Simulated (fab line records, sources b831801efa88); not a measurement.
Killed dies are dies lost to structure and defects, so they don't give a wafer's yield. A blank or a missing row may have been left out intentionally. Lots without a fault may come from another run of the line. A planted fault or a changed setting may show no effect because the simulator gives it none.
Problem report in the 8D (eight disciplines) form, filled by code | flow sky130 | the parts of the form that need people (team, actions taken, sign-off) are left out

## 1. PROBLEM STATEMENT
Wafers without a fault read 15, standard deviation 4; killed_at_front_end at SKY_PAD_OPEN_PROBE_99 reads a mean of 109 on 6 wafers belonging to 2 lots. That is +24 standard deviations from the usual mean.
First observed at day 48 13:58: wafer L720.2, on prober-02. At this step, 6 wafers from 2 lots have a number in the record. The rule behind "out" and "out of limits": a value lying over 4 standard deviations away from the usual mean. The rest of the wafers with a number are treated as sound.

## 2. WHAT THIS IS AND IS NOT
question                    | is                               | is not
which readings at this step | killed_at_front_end, killed_dies | killed_at_M0_to_M3, killed_at_M4_up, killed_at_contacts, killed_open
which lots                  | L720, L721                       | -
which wafers of those lots  | all that have a number           | -
read on which tools         | prober-01, prober-02             | -
when                        | from day 48 13:58                | up to then (0 sound wafers)

## 3. THE SUSPECTS, EACH WITH WHAT RULES IT OUT
Counting: a tool at any process step up to the reading remains a suspect when it ran all the lots that are out and ran no sound lot after the first of those.
- furnace-01 at SKY_GATE_OXIDE_OXIDATION_01 (stabilise 600 s, purge 300 s, target thk 10.268 nm): kept. It ran every lot that is out, first L720 (day 16 12:43), and no sound lot after that.
- rie_diel-01 at SKY_METAL4_ETCH_17 (etches SiO2 in C4F8/O2/Ar, stops on TiN, time 3.9 s, target depth 15 nm): kept. It ran every lot that is out, first L720 (day 44 23:16), and no sound lot after that.
- pvd_sputter-03 at SKY_METAL5_SPUTTER_00 (material Ti, target thk 15 nm, time 10 s): kept. It ran every lot that is out, first L720 (day 45 23:25), and no sound lot after that.
The count leaves furnace-01 at SKY_GATE_OXIDE_OXIDATION_01, rie_diel-01 at SKY_METAL4_ETCH_17, and pvd_sputter-03 at SKY_METAL5_SPUTTER_00.

## 4. THE CAUSE (what the simulator had put in)
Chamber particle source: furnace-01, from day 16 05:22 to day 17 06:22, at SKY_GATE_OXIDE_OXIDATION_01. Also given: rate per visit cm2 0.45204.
3 suspects survive the count, and this tool is in that group.

## 5. THE CHAIN OF EFFECTS, in route order
Each row: a reading whose mean over the struck wafers that have a number lies more than 3 standard deviations from the usual. Readings are gone through only where the record gives a usual standard deviation; hours: the median, over the lots, of the time from a lot's start at the first step in this table giving one to that lot's start at this step; sigmas: the change measured in usual standard deviations.
hours | step                  | reading             | usual | on struck wafers | change | sigmas
0     | SKY_PAD_OPEN_PROBE_99 | killed_at_front_end | 15    | 109              | +94    | +24
0     | SKY_PAD_OPEN_PROBE_99 | killed_dies         | 84    | 176              | +92    | +9.2
0     | SKY_PAD_OPEN_PROBE_99 | killed_on_rim       | 16    | 33               | +17    | +4.2
Its process steps:
- SKY_PAD_OPEN_PROBE_99

## 6. WHAT WOULD HAVE CAUGHT IT SOONER
First out-of-limits reading in this record: day 48 13:58, which is 777 hours after fault onset at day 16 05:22.
The start of SKY_GATE_OXIDE_OXIDATION_01 on furnace-01 came by day 48 13:58 for every one of the lots that are out (2). A hold on the tool at that time would have spared none of them.
